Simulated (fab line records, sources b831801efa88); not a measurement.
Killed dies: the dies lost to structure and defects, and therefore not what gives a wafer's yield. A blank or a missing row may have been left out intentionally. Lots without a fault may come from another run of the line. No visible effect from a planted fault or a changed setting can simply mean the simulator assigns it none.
fab line records :: flow sfq-line
record
  lots=5
  wafers=15
  last-day=91
route steps=325 shown INCOMING@1 L0@3
lots untouched by any fault: they come from a run of this same line in which no faults occurred
start-h: hours from the record's opening day to when the first of the lot's shown wafers began :: wait-h: time in hours since the lot's previous step :: " repeats the value in the row above :: L1.1+2: one row covering several wafers at once :: - no value, or no start given :: * or withheld: withheld :: < > ~ a bound
route shown NAME@n: a module of which the file shows steps, and the number in the route of the first :: usual: mean/standard deviation of fault-free wafers :: same: alike in all rows :: chamber/n: place in a boat :: sites: readings site by site :: _std_site: the standard deviation of these :: _edge_site: mean of outer sites minus mean of inner sites :: radius-mm: how far each site lies from the wafer's centre :: mask NAME#n: copy n :: behind: tool/chamber where the wafer was last shaped :: hold: the reason the lot was held/the length of the hold in hours/how it ended :: device: transistor that didn't switch, given as n, p or np :: end of line: the tests these same wafers got at the end of their route :: step lacking rows: just its recipe :: killed: at the first sort, the dies lost to defects and structure; wafer yield is something else :: map: the dies of a wafer, with x for killed, . for not killed, _ for no die there
set.NAME: setting as actually run; set.NAME@STEP: the setting as run at that earlier step :: model.NAME: the simulator's own value behind a step, which no gauge read
a table for each step, a row for each wafer; lots at some steps of the route
services: from which hour (start-h, from the record's first day; less than 0 if before it) a tool's chamber was out of use, for how many hours, and why
## steps
# step SFQ_INCOMING_BOW_MEAS_900
# recipe
  mode=bow
# usual
  INCOMING_BOW=1/5.8
lot.wafer: L089.3
tool: film-metro-03
chamber: -
start-h: 85.04
wait-h: -
INCOMING_BOW[um]: -2

lot.wafer: L089.4
tool: film-metro-03
chamber: -
start-h: 85.04
wait-h: -
INCOMING_BOW[um]: 5

lot.wafer: L089.6
tool: film-metro-03
chamber: -
start-h: 85.04
wait-h: -
INCOMING_BOW[um]: 3

lot.wafer: L091.2
tool: film-metro-04
chamber: -
start-h: 95.02
wait-h: -
INCOMING_BOW[um]: 2

lot.wafer: L091.3
tool: film-metro-04
chamber: -
start-h: 95.02
wait-h: -
INCOMING_BOW[um]: -1

lot.wafer: L091.6
tool: film-metro-04
chamber: -
start-h: 95.02
wait-h: -
INCOMING_BOW[um]: -4

lot.wafer: L092.2
tool: film-metro-03
chamber: -
start-h: 100.02
wait-h: -
INCOMING_BOW[um]: 18

lot.wafer: L092.4
tool: film-metro-03
chamber: -
start-h: 100.02
wait-h: -
INCOMING_BOW[um]: 3

lot.wafer: L092.5
tool: film-metro-03
chamber: -
start-h: 100.02
wait-h: -
INCOMING_BOW[um]: 5

lot.wafer: L094.2
tool: film-metro-04
chamber: -
start-h: 110.02
wait-h: -
INCOMING_BOW[um]: -3

lot.wafer: L094.4
tool: film-metro-04
chamber: -
start-h: 110.02
wait-h: -
INCOMING_BOW[um]: 6

lot.wafer: L094.6
tool: film-metro-04
chamber: -
start-h: 110.02
wait-h: -
INCOMING_BOW[um]: 9

lot.wafer: L095.1
tool: film-metro-03
chamber: -
start-h: 115.00
wait-h: -
INCOMING_BOW[um]: 0

lot.wafer: L095.3
tool: film-metro-03
chamber: -
start-h: 115.00
wait-h: -
INCOMING_BOW[um]: -6

lot.wafer: L095.5
tool: film-metro-03
chamber: -
start-h: 115.00
wait-h: -
INCOMING_BOW[um]: 0
# step SFQ_TRILAYER_INCOMING_OXIDATION_002
# recipe
  temp-c=1000
  ambient=H2O
  target-thk-a=5000
  p-h2o-torr=720
  ox-time-s=4939
# usual
  spike-tc-top-C=1015/3.8
lot.wafer: L089.3
tool: furnace-01
chamber: 0
start-h: 85.12
wait-h: 0.1
spike-tc-top-C: 1019

lot.wafer: L089.4
tool: furnace-01
chamber: 0
start-h: 85.12
wait-h: 0.1
spike-tc-top-C: 1018

lot.wafer: L089.6
tool: furnace-01
chamber: 0
start-h: 85.12
wait-h: 0.1
spike-tc-top-C: 1019

lot.wafer: L091.2
tool: furnace-01
chamber: 0
start-h: 95.12
wait-h: 0.1
spike-tc-top-C: 1017

lot.wafer: L091.3
tool: furnace-01
chamber: 0
start-h: 95.12
wait-h: 0.1
spike-tc-top-C: 1017

lot.wafer: L091.6
tool: furnace-01
chamber: 0
start-h: 95.12
wait-h: 0.1
spike-tc-top-C: 1019

lot.wafer: L092.2
tool: furnace-02
chamber: 0
start-h: 100.12
wait-h: 0.1
spike-tc-top-C: 1011

lot.wafer: L092.4
tool: furnace-02
chamber: 0
start-h: 100.12
wait-h: 0.1
spike-tc-top-C: 1013

lot.wafer: L092.5
tool: furnace-02
chamber: 0
start-h: 100.12
wait-h: 0.1
spike-tc-top-C: 1012

lot.wafer: L094.2
tool: furnace-02
chamber: 0
start-h: 110.12
wait-h: 0.1
spike-tc-top-C: 1012

lot.wafer: L094.4
tool: furnace-02
chamber: 0
start-h: 110.12
wait-h: 0.1
spike-tc-top-C: 1009

lot.wafer: L094.6
tool: furnace-02
chamber: 0
start-h: 110.12
wait-h: 0.1
spike-tc-top-C: 1009

lot.wafer: L095.1
tool: furnace-01
chamber: 0
start-h: 115.12
wait-h: 0.1
spike-tc-top-C: 1019

lot.wafer: L095.3
tool: furnace-01
chamber: 0
start-h: 115.12
wait-h: 0.1
spike-tc-top-C: 1018

lot.wafer: L095.5
tool: furnace-01
chamber: 0
start-h: 115.12
wait-h: 0.1
spike-tc-top-C: 1018
# step SFQ_TRILAYER_L0_DEP_SPUTTER_003
# recipe
  material=MoNx_KI
  base-pressure-pa=1.33e-06
  target-thk-nm=40
  power-w=800
  time-s=100
  chamber-pressure-pa=0.4
# usual
  throttle-valve-pct=30.1/1.1
lot.wafer: L089.3
tool: pvd-sputter-06
chamber: -
start-h: 87.49
wait-h: 0.0
throttle-valve-pct: 28.7

lot.wafer: L089.4
tool: pvd-sputter-06
chamber: -
start-h: 87.49
wait-h: 0.0
throttle-valve-pct: 31.6

lot.wafer: L089.6
tool: pvd-sputter-06
chamber: -
start-h: 87.49
wait-h: 0.0
throttle-valve-pct: 28.8

lot.wafer: L091.2
tool: pvd-sputter-06
chamber: -
start-h: 97.49
wait-h: 0.0
throttle-valve-pct: 30.4

lot.wafer: L091.3
tool: pvd-sputter-06
chamber: -
start-h: 97.49
wait-h: 0.0
throttle-valve-pct: 31.5

lot.wafer: L091.6
tool: pvd-sputter-06
chamber: -
start-h: 97.49
wait-h: 0.0
throttle-valve-pct: 30.1

lot.wafer: L092.2
tool: pvd-sputter-03
chamber: -
start-h: 102.49
wait-h: 0.0
throttle-valve-pct: 29.8

lot.wafer: L092.4
tool: pvd-sputter-03
chamber: -
start-h: 102.49
wait-h: 0.0
throttle-valve-pct: 29.0

lot.wafer: L092.5
tool: pvd-sputter-03
chamber: -
start-h: 102.49
wait-h: 0.0
throttle-valve-pct: 29.6

lot.wafer: L094.2
tool: pvd-sputter-06
chamber: -
start-h: 112.49
wait-h: 0.0
throttle-valve-pct: 29.9

lot.wafer: L094.4
tool: pvd-sputter-06
chamber: -
start-h: 112.49
wait-h: 0.0
throttle-valve-pct: 28.8

lot.wafer: L094.6
tool: pvd-sputter-06
chamber: -
start-h: 112.49
wait-h: 0.0
throttle-valve-pct: 28.7

lot.wafer: L095.1
tool: pvd-sputter-03
chamber: -
start-h: 117.49
wait-h: 0.0
throttle-valve-pct: 31.4

lot.wafer: L095.3
tool: pvd-sputter-03
chamber: -
start-h: 117.49
wait-h: 0.0
throttle-valve-pct: 29.5

lot.wafer: L095.5
tool: pvd-sputter-03
chamber: -
start-h: 117.49
wait-h: 0.0
throttle-valve-pct: 30.5
# step SFQ_L0_RS_MEAS_901
# recipe
  thk-meas-gauge=four-point-probe
  reads=MoNx_KI_of_TRILAYER_L0_DEP_SPUTTER_003
# usual
  L0_MONX_KI_RS=43.5/0.4
lot.wafer: L089.3
tool: film-metro-02
chamber: -
start-h: 87.60
wait-h: 0.1
L0_MONX_KI_RS[ohm/sq]: 43.4

lot.wafer: L089.4
tool: film-metro-02
chamber: -
start-h: 87.60
wait-h: 0.1
L0_MONX_KI_RS[ohm/sq]: 43.1

lot.wafer: L089.6
tool: film-metro-02
chamber: -
start-h: 87.60
wait-h: 0.1
L0_MONX_KI_RS[ohm/sq]: 43.1

lot.wafer: L091.2
tool: film-metro-04
chamber: -
start-h: 97.58
wait-h: 0.1
L0_MONX_KI_RS[ohm/sq]: 43.9

lot.wafer: L091.3
tool: film-metro-04
chamber: -
start-h: 97.58
wait-h: 0.1
L0_MONX_KI_RS[ohm/sq]: 43.6

lot.wafer: L091.6
tool: film-metro-04
chamber: -
start-h: 97.58
wait-h: 0.1
L0_MONX_KI_RS[ohm/sq]: 43.8

lot.wafer: L092.2
tool: film-metro-01
chamber: -
start-h: 102.58
wait-h: 0.1
L0_MONX_KI_RS[ohm/sq]: 43.3

lot.wafer: L092.4
tool: film-metro-01
chamber: -
start-h: 102.58
wait-h: 0.1
L0_MONX_KI_RS[ohm/sq]: 43.3

lot.wafer: L092.5
tool: film-metro-01
chamber: -
start-h: 102.58
wait-h: 0.1
L0_MONX_KI_RS[ohm/sq]: 43.9

lot.wafer: L094.2
tool: film-metro-04
chamber: -
start-h: 112.58
wait-h: 0.1
L0_MONX_KI_RS[ohm/sq]: 44.0

lot.wafer: L094.4
tool: film-metro-04
chamber: -
start-h: 112.58
wait-h: 0.1
L0_MONX_KI_RS[ohm/sq]: 43.6

lot.wafer: L094.6
tool: film-metro-04
chamber: -
start-h: 112.58
wait-h: 0.1
L0_MONX_KI_RS[ohm/sq]: 43.4

lot.wafer: L095.1
tool: film-metro-01
chamber: -
start-h: 117.56
wait-h: 0.0
L0_MONX_KI_RS[ohm/sq]: 43.4

lot.wafer: L095.3
tool: film-metro-01
chamber: -
start-h: 117.56
wait-h: 0.0
L0_MONX_KI_RS[ohm/sq]: 44.2

lot.wafer: L095.5
tool: film-metro-01
chamber: -
start-h: 117.56
wait-h: 0.0
L0_MONX_KI_RS[ohm/sq]: 43.8
# step SFQ_L0_THK_MEAS_902
# recipe
  thk-meas-gauge=xrf
  reads=MoNx_KI_of_TRILAYER_L0_DEP_SPUTTER_003
# usual
  L0_MONX_KI_THK=40.0/0.41
lot.wafer: L089.3
tool: film-metro-02
chamber: -
start-h: 87.70
wait-h: 0.1
L0_MONX_KI_THK[nm]: 40.1

lot.wafer: L089.4
tool: film-metro-02
chamber: -
start-h: 87.70
wait-h: 0.1
L0_MONX_KI_THK[nm]: 40.5

lot.wafer: L089.6
tool: film-metro-02
chamber: -
start-h: 87.70
wait-h: 0.1
L0_MONX_KI_THK[nm]: 40.2

lot.wafer: L091.2
tool: film-metro-04
chamber: -
start-h: 97.69
wait-h: 0.1
L0_MONX_KI_THK[nm]: 39.8

lot.wafer: L091.3
tool: film-metro-04
chamber: -
start-h: 97.69
wait-h: 0.1
L0_MONX_KI_THK[nm]: 39.9

lot.wafer: L091.6
tool: film-metro-04
chamber: -
start-h: 97.69
wait-h: 0.1
L0_MONX_KI_THK[nm]: 39.9

lot.wafer: L092.2
tool: film-metro-01
chamber: -
start-h: 102.69
wait-h: 0.1
L0_MONX_KI_THK[nm]: 40.1

lot.wafer: L092.4
tool: film-metro-01
chamber: -
start-h: 102.69
wait-h: 0.1
L0_MONX_KI_THK[nm]: 40.4

lot.wafer: L092.5
tool: film-metro-01
chamber: -
start-h: 102.69
wait-h: 0.1
L0_MONX_KI_THK[nm]: 39.8

lot.wafer: L094.2
tool: film-metro-04
chamber: -
start-h: 112.69
wait-h: 0.1
L0_MONX_KI_THK[nm]: 39.6

lot.wafer: L094.4
tool: film-metro-04
chamber: -
start-h: 112.69
wait-h: 0.1
L0_MONX_KI_THK[nm]: 40.2

lot.wafer: L094.6
tool: film-metro-04
chamber: -
start-h: 112.69
wait-h: 0.1
L0_MONX_KI_THK[nm]: 39.9

lot.wafer: L095.1
tool: film-metro-01
chamber: -
start-h: 117.68
wait-h: 0.1
L0_MONX_KI_THK[nm]: 39.9

lot.wafer: L095.3
tool: film-metro-01
chamber: -
start-h: 117.68
wait-h: 0.1
L0_MONX_KI_THK[nm]: 39.2

lot.wafer: L095.5
tool: film-metro-01
chamber: -
start-h: 117.68
wait-h: 0.1
L0_MONX_KI_THK[nm]: 39.8
# step SFQ_TRILAYER_L0_LITHO_COAT_010
# recipe
  resist=BARC
  spin-rpm=3000
  resist-thk-nm=62
lot.wafer: L089.3+4+6
tool: litho-track-01
chamber: 0
start-h: 87.84
wait-h: 0.1

lot.wafer: L091.2+3+6
tool: litho-track-04
chamber: 0
start-h: 97.79
wait-h: 0.1

lot.wafer: L092.2+4+5
tool: litho-track-01
chamber: 0
start-h: 103.03
wait-h: 0.3

lot.wafer: L094.2+4+6
tool: litho-track-04
chamber: 0
start-h: 112.79
wait-h: 0.1

lot.wafer: L095.1+3+5
tool: litho-track-02
chamber: 0
start-h: 117.74
wait-h: 0.1
# step SFQ_TRILAYER_L0_LITHO_COAT_005
# recipe
  resist=KrF
  spin-rpm=3000
  resist-thk-nm=600
lot.wafer: L089.3+4+6
tool: litho-track-01
chamber: 0
start-h: 88.14
wait-h: 0.2

lot.wafer: L091.2+3+6
tool: litho-track-04
chamber: 0
start-h: 98.09
wait-h: 0.2

lot.wafer: L092.2+4+5
tool: litho-track-01
chamber: 0
start-h: 103.33
wait-h: 0.2

lot.wafer: L094.2+4+6
tool: litho-track-04
chamber: 0
start-h: 113.09
wait-h: 0.2

lot.wafer: L095.1+3+5
tool: litho-track-02
chamber: 0
start-h: 118.04
wait-h: 0.2
# step SFQ_TRILAYER_L0_LITHO_SOFTBAKE_009
# recipe
  temp-c=withheld
  time-s=withheld
  resist=KrF
lot.wafer: L089.3+4+6
tool: litho-track-01
chamber: 0
start-h: 88.39
wait-h: 0.2

lot.wafer: L091.2+3+6
tool: litho-track-04
chamber: 0
start-h: 98.37
wait-h: 0.2

lot.wafer: L092.2+4+5
tool: litho-track-01
chamber: 0
start-h: 103.60
wait-h: 0.2

lot.wafer: L094.2+4+6
tool: litho-track-04
chamber: 0
start-h: 113.37
wait-h: 0.2

lot.wafer: L095.1+3+5
tool: litho-track-02
chamber: 0
start-h: 118.34
wait-h: 0.2
# step SFQ_TRILAYER_L0_LITHO_EXPOSE_006
# recipe
  mask-id=L0
  na=0.6
  source-shape=conventional
  sigma-outer=0.65
  target-cd-nm=2000
  dose-mj=14.4
# usual
  stage-vel-mm-s=499.99/0.25
lot.wafer: L089.3
tool: krf-scanner-02
chamber: 0
start-h: 121.81
wait-h: -
mask: L0#0
stage-vel-mm-s: 500.23

lot.wafer: L089.4
tool: krf-scanner-02
chamber: 0
start-h: 121.81
wait-h: -
mask: L0#0
stage-vel-mm-s: 500.56

lot.wafer: L089.6
tool: krf-scanner-02
chamber: 0
start-h: 121.81
wait-h: -
mask: L0#0
stage-vel-mm-s: 500.39

lot.wafer: L091.2
tool: krf-scanner-02
chamber: 0
start-h: 131.21
wait-h: -
mask: L0#0
stage-vel-mm-s: 500.26

lot.wafer: L091.3
tool: krf-scanner-02
chamber: 0
start-h: 131.21
wait-h: -
mask: L0#0
stage-vel-mm-s: 499.73

lot.wafer: L091.6
tool: krf-scanner-02
chamber: 0
start-h: 131.21
wait-h: -
mask: L0#0
stage-vel-mm-s: 500.56

lot.wafer: L092.2
tool: krf-scanner-02
chamber: 0
start-h: 136.01
wait-h: -
mask: L0#0
stage-vel-mm-s: 499.89

lot.wafer: L092.4
tool: krf-scanner-02
chamber: 0
start-h: 136.01
wait-h: -
mask: L0#0
stage-vel-mm-s: 499.82

lot.wafer: L092.5
tool: krf-scanner-02
chamber: 0
start-h: 136.01
wait-h: -
mask: L0#0
stage-vel-mm-s: 500.31

lot.wafer: L094.2
tool: krf-scanner-02
chamber: 0
start-h: 144.41
wait-h: -
mask: L0#0
stage-vel-mm-s: 499.85

lot.wafer: L094.4
tool: krf-scanner-02
chamber: 0
start-h: 144.41
wait-h: -
mask: L0#0
stage-vel-mm-s: 500.04

lot.wafer: L094.6
tool: krf-scanner-02
chamber: 0
start-h: 144.41
wait-h: -
mask: L0#0
stage-vel-mm-s: 499.69

lot.wafer: L095.1
tool: krf-scanner-02
chamber: 0
start-h: 152.61
wait-h: -
mask: L0#0
stage-vel-mm-s: 499.79

lot.wafer: L095.3
tool: krf-scanner-02
chamber: 0
start-h: 152.61
wait-h: -
mask: L0#0
stage-vel-mm-s: 499.89

lot.wafer: L095.5
tool: krf-scanner-02
chamber: 0
start-h: 152.61
wait-h: -
mask: L0#0
stage-vel-mm-s: 500.15
# step SFQ_TRILAYER_L0_LITHO_PEB_008
# recipe
  peb-temp-c=115
  peb-time-s=60
  resist=KrF
lot.wafer: L089.3+4+6
tool: litho-track-02
chamber: 0
start-h: 122.66
wait-h: 0.7

lot.wafer: L091.2+3+6
tool: litho-track-04
chamber: 0
start-h: 132.24
wait-h: 0.8

lot.wafer: L092.2+4+5
tool: litho-track-01
chamber: 0
start-h: 137.04
wait-h: 0.8

lot.wafer: L094.2+4+6
tool: litho-track-01
chamber: 0
start-h: 145.44
wait-h: 0.8

lot.wafer: L095.1+3+5
tool: litho-track-01
chamber: 0
start-h: 153.81
wait-h: 1.0
# step SFQ_TRILAYER_L0_LITHO_DEVELOP_007
# recipe
  time-s=60
  resist=KrF
lot.wafer: L089.3+4+6
tool: litho-track-02
chamber: 0
start-h: 122.81
wait-h: 0.1

lot.wafer: L091.2+3+6
tool: litho-track-04
chamber: 0
start-h: 132.39
wait-h: 0.1

lot.wafer: L092.2+4+5
tool: litho-track-01
chamber: 0
start-h: 137.19
wait-h: 0.1

lot.wafer: L094.2+4+6
tool: litho-track-01
chamber: 0
start-h: 145.59
wait-h: 0.1

lot.wafer: L095.1+3+5
tool: litho-track-01
chamber: 0
start-h: 153.96
wait-h: 0.1
# step SFQ_TRILAYER_L0_BARC_OPEN_METAL_ETCH_010
# recipe
  mask-material=PR
  chemistry=O2
  target-depth-nm=125
  target=BARC
  icp-w=600
  bias-w=80
  pressure-mtorr=10
  time-s=41.7
# usual
  drypump-motor-current-A=5.8/0.35
  oes-product-au=0.685/0.0049
lot.wafer: L089.3
tool: rie-metal-02
chamber: 1
start-h: 122.93
wait-h: 0.1
drypump-motor-current-A: 6.3
oes-product-au: 0.687
rf-hours-counter-h: -

lot.wafer: L089.4
tool: rie-metal-02
chamber: 0
start-h: 122.93
wait-h: 0.1
drypump-motor-current-A: 5.5
oes-product-au: 0.691
rf-hours-counter-h: -

lot.wafer: L089.6
tool: rie-metal-02
chamber: 0
start-h: 122.93
wait-h: 0.1
drypump-motor-current-A: 5.5
oes-product-au: 0.682
rf-hours-counter-h: -

lot.wafer: L091.2
tool: rie-metal-02
chamber: 0
start-h: 132.51
wait-h: 0.1
drypump-motor-current-A: 5.5
oes-product-au: 0.687
rf-hours-counter-h: 102

lot.wafer: L091.3
tool: rie-metal-02
chamber: 1
start-h: 132.51
wait-h: 0.1
drypump-motor-current-A: 6.3
oes-product-au: 0.682
rf-hours-counter-h: -

lot.wafer: L091.6
tool: rie-metal-02
chamber: 0
start-h: 132.51
wait-h: 0.1
drypump-motor-current-A: 5.5
oes-product-au: 0.685
rf-hours-counter-h: -

lot.wafer: L092.2
tool: rie-metal-04
chamber: 0
start-h: 137.31
wait-h: 0.1
drypump-motor-current-A: 5.7
oes-product-au: 0.695
rf-hours-counter-h: 166

lot.wafer: L092.4
tool: rie-metal-04
chamber: 1
start-h: 137.31
wait-h: 0.1
drypump-motor-current-A: 6.2
oes-product-au: 0.688
rf-hours-counter-h: -

lot.wafer: L092.5
tool: rie-metal-04
chamber: 0
start-h: 137.31
wait-h: 0.1
drypump-motor-current-A: 5.8
oes-product-au: 0.686
rf-hours-counter-h: -

lot.wafer: L094.2
tool: rie-metal-01
chamber: 0
start-h: 145.71
wait-h: 0.1
drypump-motor-current-A: 5.5
oes-product-au: 0.684
rf-hours-counter-h: 18

lot.wafer: L094.4
tool: rie-metal-01
chamber: 0
start-h: 145.71
wait-h: 0.1
drypump-motor-current-A: 5.5
oes-product-au: 0.696
rf-hours-counter-h: -

lot.wafer: L094.6
tool: rie-metal-01
chamber: 1
start-h: 145.71
wait-h: 0.1
drypump-motor-current-A: 5.4
oes-product-au: 0.674
rf-hours-counter-h: -

lot.wafer: L095.1
tool: rie-metal-02
chamber: 1
start-h: 154.11
wait-h: 0.1
drypump-motor-current-A: 6.3
oes-product-au: 0.679
rf-hours-counter-h: 184

lot.wafer: L095.3
tool: rie-metal-02
chamber: 0
start-h: 154.11
wait-h: 0.1
drypump-motor-current-A: 5.5
oes-product-au: 0.682
rf-hours-counter-h: -

lot.wafer: L095.5
tool: rie-metal-02
chamber: 1
start-h: 154.11
wait-h: 0.1
drypump-motor-current-A: 6.3
oes-product-au: 0.687
rf-hours-counter-h: -
# step SFQ_TRILAYER_L0_ETCH_METAL_ETCH_008
# recipe
  target=MoNx_KI
  stop-on=SiO2
  mask-material=PR
  chemistry=SF6/O2
  target-depth-nm=50
  icp-w=600
  bias-w=80
  pressure-mtorr=10
  time-s=25
# usual
  drypump-motor-current-A=5.8/0.35
  oes-product-au=0.873/0.0061
lot.wafer: L089.3
tool: rie-metal-02
chamber: 1
start-h: 122.99
wait-h: 0.0
drypump-motor-current-A: 6.3
oes-product-au: 0.875
rf-hours-counter-h: -

lot.wafer: L089.4
tool: rie-metal-02
chamber: 0
start-h: 122.99
wait-h: 0.0
drypump-motor-current-A: 5.5
oes-product-au: 0.879
rf-hours-counter-h: -

lot.wafer: L089.6
tool: rie-metal-02
chamber: 0
start-h: 122.99
wait-h: 0.0
drypump-motor-current-A: 5.5
oes-product-au: 0.880
rf-hours-counter-h: -

lot.wafer: L091.2
tool: rie-metal-02
chamber: 0
start-h: 132.57
wait-h: 0.0
drypump-motor-current-A: 5.5
oes-product-au: 0.873
rf-hours-counter-h: 102

lot.wafer: L091.3
tool: rie-metal-02
chamber: 1
start-h: 132.57
wait-h: 0.0
drypump-motor-current-A: 6.3
oes-product-au: 0.878
rf-hours-counter-h: -

lot.wafer: L091.6
tool: rie-metal-02
chamber: 0
start-h: 132.57
wait-h: 0.0
drypump-motor-current-A: 5.4
oes-product-au: 0.871
rf-hours-counter-h: -

lot.wafer: L092.2
tool: rie-metal-04
chamber: 0
start-h: 137.37
wait-h: 0.0
drypump-motor-current-A: 5.8
oes-product-au: 0.870
rf-hours-counter-h: 166

lot.wafer: L092.4
tool: rie-metal-04
chamber: 1
start-h: 137.37
wait-h: 0.0
drypump-motor-current-A: 6.2
oes-product-au: 0.880
rf-hours-counter-h: -

lot.wafer: L092.5
tool: rie-metal-04
chamber: 0
start-h: 137.37
wait-h: 0.0
drypump-motor-current-A: 5.8
oes-product-au: 0.866
rf-hours-counter-h: -

lot.wafer: L094.2
tool: rie-metal-01
chamber: 0
start-h: 145.79
wait-h: 0.1
drypump-motor-current-A: 5.5
oes-product-au: 0.867
rf-hours-counter-h: 18

lot.wafer: L094.4
tool: rie-metal-01
chamber: 0
start-h: 145.79
wait-h: 0.1
drypump-motor-current-A: 5.5
oes-product-au: 0.868
rf-hours-counter-h: -

lot.wafer: L094.6
tool: rie-metal-01
chamber: 1
start-h: 145.79
wait-h: 0.1
drypump-motor-current-A: 5.5
oes-product-au: 0.876
rf-hours-counter-h: -

lot.wafer: L095.1
tool: rie-metal-02
chamber: 1
start-h: 154.17
wait-h: 0.0
drypump-motor-current-A: 6.3
oes-product-au: 0.877
rf-hours-counter-h: 184

lot.wafer: L095.3
tool: rie-metal-02
chamber: 0
start-h: 154.17
wait-h: 0.0
drypump-motor-current-A: 5.5
oes-product-au: 0.865
rf-hours-counter-h: -

lot.wafer: L095.5
tool: rie-metal-02
chamber: 1
start-h: 154.17
wait-h: 0.0
drypump-motor-current-A: 6.3
oes-product-au: 0.873
rf-hours-counter-h: -
# step SFQ_TRILAYER_L0_STRIP_STRIP_009
# recipe
  gas=O2
  power-w=200
  platen-temp-c=40
  overash-fraction=0.65
  chemistry=O2
  pressure-mtorr=50
# usual
  drypump-motor-current-A=5.8/0.35
  oes-product-au=0.997/0.0079
lot.wafer: L089.3
tool: rie-metal-02
chamber: 1
start-h: 123.22
wait-h: 0.2
drypump-motor-current-A: 6.3
oes-product-au: 0.999
rf-hours-counter-h: -

lot.wafer: L089.4
tool: rie-metal-02
chamber: 0
start-h: 123.22
wait-h: 0.2
drypump-motor-current-A: 5.5
oes-product-au: 0.997
rf-hours-counter-h: -

lot.wafer: L089.6
tool: rie-metal-02
chamber: 0
start-h: 123.22
wait-h: 0.2
drypump-motor-current-A: 5.5
oes-product-au: 0.984
rf-hours-counter-h: -

lot.wafer: L091.2
tool: rie-metal-02
chamber: 0
start-h: 132.62
wait-h: 0.0
drypump-motor-current-A: 5.4
oes-product-au: 0.993
rf-hours-counter-h: 102

lot.wafer: L091.3
tool: rie-metal-02
chamber: 1
start-h: 132.62
wait-h: 0.0
drypump-motor-current-A: 6.3
oes-product-au: 0.991
rf-hours-counter-h: -

lot.wafer: L091.6
tool: rie-metal-02
chamber: 0
start-h: 132.62
wait-h: 0.0
drypump-motor-current-A: 5.5
oes-product-au: 0.988
rf-hours-counter-h: -

lot.wafer: L092.2
tool: rie-metal-04
chamber: 0
start-h: 137.42
wait-h: 0.0
drypump-motor-current-A: 5.8
oes-product-au: 0.992
rf-hours-counter-h: 166

lot.wafer: L092.4
tool: rie-metal-04
chamber: 1
start-h: 137.42
wait-h: 0.0
drypump-motor-current-A: 6.2
oes-product-au: 0.993
rf-hours-counter-h: -

lot.wafer: L092.5
tool: rie-metal-04
chamber: 0
start-h: 137.42
wait-h: 0.0
drypump-motor-current-A: 5.8
oes-product-au: 0.997
rf-hours-counter-h: -

lot.wafer: L094.2
tool: rie-metal-01
chamber: 0
start-h: 145.85
wait-h: 0.0
drypump-motor-current-A: 5.5
oes-product-au: 1.004
rf-hours-counter-h: 18

lot.wafer: L094.4
tool: rie-metal-01
chamber: 0
start-h: 145.85
wait-h: 0.0
drypump-motor-current-A: 5.5
oes-product-au: 1.008
rf-hours-counter-h: -

lot.wafer: L094.6
tool: rie-metal-01
chamber: 1
start-h: 145.85
wait-h: 0.0
drypump-motor-current-A: 5.4
oes-product-au: 0.999
rf-hours-counter-h: -

lot.wafer: L095.1
tool: rie-metal-02
chamber: 1
start-h: 154.22
wait-h: 0.0
drypump-motor-current-A: 6.3
oes-product-au: 1.002
rf-hours-counter-h: 185

lot.wafer: L095.3
tool: rie-metal-02
chamber: 0
start-h: 154.22
wait-h: 0.0
drypump-motor-current-A: 5.5
oes-product-au: 0.985
rf-hours-counter-h: -

lot.wafer: L095.5
tool: rie-metal-02
chamber: 1
start-h: 154.22
wait-h: 0.0
drypump-motor-current-A: 6.3
oes-product-au: 1.003
rf-hours-counter-h: -
# step SFQ_TRILAYER_L0_STRIP_SOLV_CLEAN_010
# recipe
  chemistry=NMP
  temp-c=70
  time-s=600
lot.wafer: L089.3+4+6
tool: wet-bench-04
chamber: 0,6,5
start-h: 123.62
wait-h: 0.2

lot.wafer: L091.2+3+6
tool: wet-bench-01
chamber: 2,7,0
start-h: 133.22
wait-h: 0.4

lot.wafer: L092.2+4+5
tool: wet-bench-02
chamber: 2,7,6
start-h: 138.02
wait-h: 0.4

lot.wafer: L094.2+4+6
tool: wet-bench-04
chamber: 5,4,6
start-h: 146.65
wait-h: 0.5

lot.wafer: L095.1+3+5
tool: wet-bench-02
chamber: 2,7,0
start-h: 154.82
wait-h: 0.4
## services
tool: rie-metal-02
chamber: -
start-h: 74.25
hours: 1.4
kind: pm

tool: krf-scanner-02
chamber: -
start-h: 77.08
hours: 0.8
kind: pm

tool: rie-metal-04
chamber: -
start-h: 82.32
hours: 2.8
kind: pm

tool: furnace-01
chamber: -
start-h: 97.49
hours: 4.5
kind: pm

tool: pvd-sputter-06
chamber: 3
start-h: 100.30
hours: -
kind: consumable-replace:kit

tool: pvd-sputter-06
chamber: 3
start-h: 100.30
hours: 18.0
kind: scheduled-down

tool: pvd-sputter-06
chamber: 3
start-h: 100.30
hours: 18.0
kind: vent-cycle

tool: krf-scanner-02
chamber: -
start-h: 106.91
hours: 1.3
kind: pm

tool: rie-metal-01
chamber: 0
start-h: 113.52
hours: 6.9
kind: repair

tool: rie-metal-04
chamber: 0
start-h: 128.13
hours: 6.3
kind: repair

tool: pvd-sputter-06
chamber: -
start-h: 131.35
hours: 2.4
kind: repair

tool: furnace-02
chamber: -
start-h: 135.25
hours: 3.4
kind: pm

tool: rie-metal-04
chamber: -
start-h: 139.01
hours: 0.4
kind: repair
## key
fault none
